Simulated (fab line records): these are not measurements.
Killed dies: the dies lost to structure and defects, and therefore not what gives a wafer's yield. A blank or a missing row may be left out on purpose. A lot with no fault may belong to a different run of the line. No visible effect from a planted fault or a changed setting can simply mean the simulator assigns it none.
What tool caused it? / flow sky130 / Sampling: 11 lots, 33 wafers, 4 of 708 route steps

## WHAT THE GAUGES READ, wafer by wafer
SKY_VIA3_RS_MEAS_22: the measuring method here is four-point-probe. Usual: VIA3_W_RS typically reads 0.293 ohm/sq, with standard deviation 0.0041.
lot=L531; measured=day 39 19:16; on=film-metro-02; VIA3_W_RS (ohm/sq)=0.294 0.286 0.286; flag=
lot=L535; measured=day 41 10:14; on=film-metro-02; VIA3_W_RS (ohm/sq)=0.290 0.288 0.295; flag=
lot=L539; measured=day 42 17:22; on=film-metro-02; VIA3_W_RS (ohm/sq)=0.300 0.299 0.296; flag=
lot=L541; measured=day 42 22:29; on=film-metro-01; VIA3_W_RS (ohm/sq)=0.295 0.296 0.299; flag=
lot=L540; measured=day 43 01:18; on=film-metro-01; VIA3_W_RS (ohm/sq)=0.291 0.287 0.291; flag=
lot=L543; measured=day 43 19:25; on=film-metro-04; VIA3_W_RS (ohm/sq)=0.288 0.290 0.291; flag=
lot=L544; measured=day 43 20:51; on=film-metro-02; VIA3_W_RS (ohm/sq)=0.285 0.284 0.285; flag=
lot=L545; measured=day 44 05:42; on=film-metro-01; VIA3_W_RS (ohm/sq)=0.293 0.291 0.290; flag=
lot=L546; measured=day 44 07:59; on=film-metro-01; VIA3_W_RS (ohm/sq)=0.289 0.284 0.289; flag=
lot=L548; measured=day 46 08:40; on=film-metro-02; VIA3_W_RS (ohm/sq)=0.295 0.303 0.297; flag=
lot=L551; measured=day 46 12:15; on=film-metro-04; VIA3_W_RS (ohm/sq)=0.292 0.300 0.291; flag=

SKY_VIA4_THK_MEAS_01. Usual: VIA4_HDPCVD_THK typically reads 1754 nm, with standard deviation 18.
lot=L531; measured=day 41 21:12; on=film-metro-04; VIA4_HDPCVD_THK (nm)=1736 1737 1712; flag=
lot=L535; measured=day 43 11:59; on=film-metro-04; VIA4_HDPCVD_THK (nm)=1761 1743 1715; flag=
lot=L539; measured=day 44 16:40; on=film-metro-03; VIA4_HDPCVD_THK (nm)=1734 1749 1734; flag=
lot=L541; measured=day 44 21:56; on=film-metro-02; VIA4_HDPCVD_THK (nm)=1737 1754 1746; flag=
lot=L540; measured=day 44 23:38; on=film-metro-02; VIA4_HDPCVD_THK (nm)=1750 1785 1730; flag=
lot=L543; measured=day 45 16:21; on=film-metro-03; VIA4_HDPCVD_THK (nm)=1744 2178 1796; flag=OFF
lot=L544; measured=day 45 17:54; on=film-metro-03; VIA4_HDPCVD_THK (nm)=1748 1741 1739; flag=
lot=L545; measured=day 46 03:17; on=film-metro-03; VIA4_HDPCVD_THK (nm)=1763 1778 2163; flag=OFF
lot=L546; measured=day 46 05:47; on=film-metro-03; VIA4_HDPCVD_THK (nm)=1739 1772 2155; flag=OFF
lot=L548; measured=day 48 02:49; on=film-metro-03; VIA4_HDPCVD_THK (nm)=1731 1788 1754; flag=
lot=L551; measured=day 48 06:27; on=film-metro-04; VIA4_HDPCVD_THK (nm)=1752 1735 1755; flag=

## WHAT TOOL EACH LOT RAN ON (gives the tool, then ch and the chambers of the sampled wafers, and finally the start)
lot=L531; SKY_METAL3_METAL_ETCH_18=rie-metal-03 ch 0,1, day 38 15:38; SKY_VIA4_HDPCVD_00=hdpcvd-01 ch 1,2, day 41 21:01
lot=L535; SKY_METAL3_METAL_ETCH_18=rie-metal-03 ch 0,1, day 40 07:28; SKY_VIA4_HDPCVD_00=hdpcvd-02 ch 0,1,2, day 43 11:49
lot=L539; SKY_METAL3_METAL_ETCH_18=rie-metal-01 ch 0,1, day 41 15:32; SKY_VIA4_HDPCVD_00=hdpcvd-02 ch 0,2, day 44 16:29
lot=L541; SKY_METAL3_METAL_ETCH_18=rie-metal-01 ch 0,1, day 41 19:53; SKY_VIA4_HDPCVD_00=hdpcvd-01 ch 0,1,2, day 44 21:44
lot=L540; SKY_METAL3_METAL_ETCH_18=rie-metal-03 ch 0,1, day 41 23:11; SKY_VIA4_HDPCVD_00=hdpcvd-02 ch 0,1,2, day 44 23:28
lot=L543; SKY_METAL3_METAL_ETCH_18=rie-metal-03 ch 0,1, day 42 17:33; SKY_VIA4_HDPCVD_00=hdpcvd-02 ch 0,1,2, day 45 16:14
lot=L544; SKY_METAL3_METAL_ETCH_18=rie-metal-01 ch 0,1, day 42 19:17; SKY_VIA4_HDPCVD_00=hdpcvd-01 ch 1,2, day 45 17:43
lot=L545; SKY_METAL3_METAL_ETCH_18=rie-metal-03 ch 0,1, day 43 04:07; SKY_VIA4_HDPCVD_00=hdpcvd-02 ch 0,1,2, day 46 03:07
lot=L546; SKY_METAL3_METAL_ETCH_18=rie-metal-01 ch 1, day 43 07:29; SKY_VIA4_HDPCVD_00=hdpcvd-02 ch 0,1,2, day 46 05:36
lot=L548; SKY_METAL3_METAL_ETCH_18=rie-metal-03 ch 0,1, day 45 10:07; SKY_VIA4_HDPCVD_00=hdpcvd-01 ch 0,1,2, day 48 02:37
lot=L551; SKY_METAL3_METAL_ETCH_18=rie-metal-03 ch 0,1, day 45 12:47; SKY_VIA4_HDPCVD_00=hdpcvd-01 ch 0,1,2, day 48 06:16
- SKY_METAL3_METAL_ETCH_18: etches the open film in Cl2/BCl3, stops on SiO2, target depth 845 nm, time 183.1 s.
- SKY_VIA4_HDPCVD_00: deposits SiO2, target thk 1750 nm, time 291.7 s.

## AS READ BY THE TOOLS THEMSELVES (means over the sampled wafers that have a number; for cases with no such wafer, the mark the record gives instead)
SKY_METAL3_METAL_ETCH_18. Usual: drypump-motor-current-A 5.8 A, standard deviation 0.46; he-backside-leak-sccm 3.5 sccm, standard deviation 0.4; oes-product-au 0.865 a.u., standard deviation 0.0072; rf-fwd-power-W 896.0 W, standard deviation 2.9; throttle-valve-pct 22.265 %, standard deviation 0.0088.
lot=L531; tool=rie-metal-03; drypump-motor-current-A (A)=5.5; he-backside-leak-sccm (sccm)=4.1; oes-product-au (a.u.)=0.857; rf-fwd-power-W (W)=896.2; throttle-valve-pct (%)=22.255; flag=
lot=L535; tool=rie-metal-03; drypump-motor-current-A (A)=5.8; he-backside-leak-sccm (sccm)=3.5; oes-product-au (a.u.)=0.865; rf-fwd-power-W (W)=894.2; throttle-valve-pct (%)=22.262; flag=
lot=L539; tool=rie-metal-01; drypump-motor-current-A (A)=5.9; he-backside-leak-sccm (sccm)=3.5; oes-product-au (a.u.)=0.872; rf-fwd-power-W (W)=897.3; throttle-valve-pct (%)=22.262; flag=
lot=L541; tool=rie-metal-01; drypump-motor-current-A (A)=5.9; he-backside-leak-sccm (sccm)=3.4; oes-product-au (a.u.)=0.860; rf-fwd-power-W (W)=894.8; throttle-valve-pct (%)=22.256; flag=
lot=L540; tool=rie-metal-03; drypump-motor-current-A (A)=5.5; he-backside-leak-sccm (sccm)=3.5; oes-product-au (a.u.)=0.863; rf-fwd-power-W (W)=894.6; throttle-valve-pct (%)=22.259; flag=
lot=L543; tool=rie-metal-03; drypump-motor-current-A (A)=5.8; he-backside-leak-sccm (sccm)=3.6; oes-product-au (a.u.)=0.866; rf-fwd-power-W (W)=895.8; throttle-valve-pct (%)=22.256; flag=
lot=L544; tool=rie-metal-01; drypump-motor-current-A (A)=5.7; he-backside-leak-sccm (sccm)=3.3; oes-product-au (a.u.)=0.870; rf-fwd-power-W (W)=898.2; throttle-valve-pct (%)=22.278; flag=
lot=L545; tool=rie-metal-03; drypump-motor-current-A (A)=5.8; he-backside-leak-sccm (sccm)=3.5; oes-product-au (a.u.)=0.869; rf-fwd-power-W (W)=894.8; throttle-valve-pct (%)=22.270; flag=
lot=L546; tool=rie-metal-01; drypump-motor-current-A (A)=5.5; he-backside-leak-sccm (sccm)=3.5; oes-product-au (a.u.)=0.866; rf-fwd-power-W (W)=894.4; throttle-valve-pct (%)=22.262; flag=
lot=L548; tool=rie-metal-03; drypump-motor-current-A (A)=5.8; he-backside-leak-sccm (sccm)=3.6; oes-product-au (a.u.)=0.880; rf-fwd-power-W (W)=896.2; throttle-valve-pct (%)=22.255; flag=
lot=L551; tool=rie-metal-03; drypump-motor-current-A (A)=5.8; he-backside-leak-sccm (sccm)=3.5; oes-product-au (a.u.)=0.859; rf-fwd-power-W (W)=896.9; throttle-valve-pct (%)=22.257; flag=

SKY_VIA4_HDPCVD_00. Usual: run-length-s reads 319.6 s (standard deviation 0.49).
lot=L531; tool=hdpcvd-01; run-length-s (s)=320.1; flag=
lot=L535; tool=hdpcvd-02; run-length-s (s)=319.6; flag=
lot=L539; tool=hdpcvd-02; run-length-s (s)=319.7; flag=
lot=L541; tool=hdpcvd-01; run-length-s (s)=319.9; flag=
lot=L540; tool=hdpcvd-02; run-length-s (s)=319.9; flag=
lot=L543; tool=hdpcvd-02; run-length-s (s)=342.3; flag=OFF
lot=L544; tool=hdpcvd-01; run-length-s (s)=319.5; flag=
lot=L545; tool=hdpcvd-02; run-length-s (s)=342.9; flag=OFF
lot=L546; tool=hdpcvd-02; run-length-s (s)=342.4; flag=OFF
lot=L548; tool=hdpcvd-01; run-length-s (s)=319.7; flag=
lot=L551; tool=hdpcvd-01; run-length-s (s)=319.4; flag=

## THE ANSWER, worked out from the rows above alone
Rule: lot off if the mean of its wafers having a number is beyond 3 standard deviations from the usual mean. Also off: a lot with no number at a reading for which 4 or more lots have one. The other lots that the step has rows for count as sound. After the gauges, taken in route order, come the tools' own readings; for these a lot's mean is taken, as printed above. The first step at which some lot is off is used, and at that step the reading that is off furthest; a lot without a number counts as furthest.
Off: at SKY_VIA4_THK_MEAS_01 (VIA4_HDPCVD_THK), L543, L545, L546.
If a tool, at a process step before that reading, ran all the lots that are off and no sound lot after the first of them, it fits. The gauges at SKY_VIA4_THK_MEAS_01 aren't tried: what is off there is off at SKY_VIA4_HDPCVD_00 too, on other tools, and a gauge's error can't cause that. One candidate fits, namely hdpcvd-02 at SKY_VIA4_HDPCVD_00. Its last sound lot is L540 (day 44 23:28), its first lot that is off L543 (day 45 16:14): a fault that began between those two fits.
On the lots that are off, the tool's own readings at SKY_VIA4_HDPCVD_00 differ by more than 5 times the standard deviation of the sound lots' means, which bears it out; run-length-s reads 342.5 s there versus 319.7 s on the sound lots.

## WHAT THE SIMULATOR PUT IN
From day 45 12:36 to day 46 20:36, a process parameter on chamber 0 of hdpcvd-02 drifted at SKY_VIA4_HDPCVD_00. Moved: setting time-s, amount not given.
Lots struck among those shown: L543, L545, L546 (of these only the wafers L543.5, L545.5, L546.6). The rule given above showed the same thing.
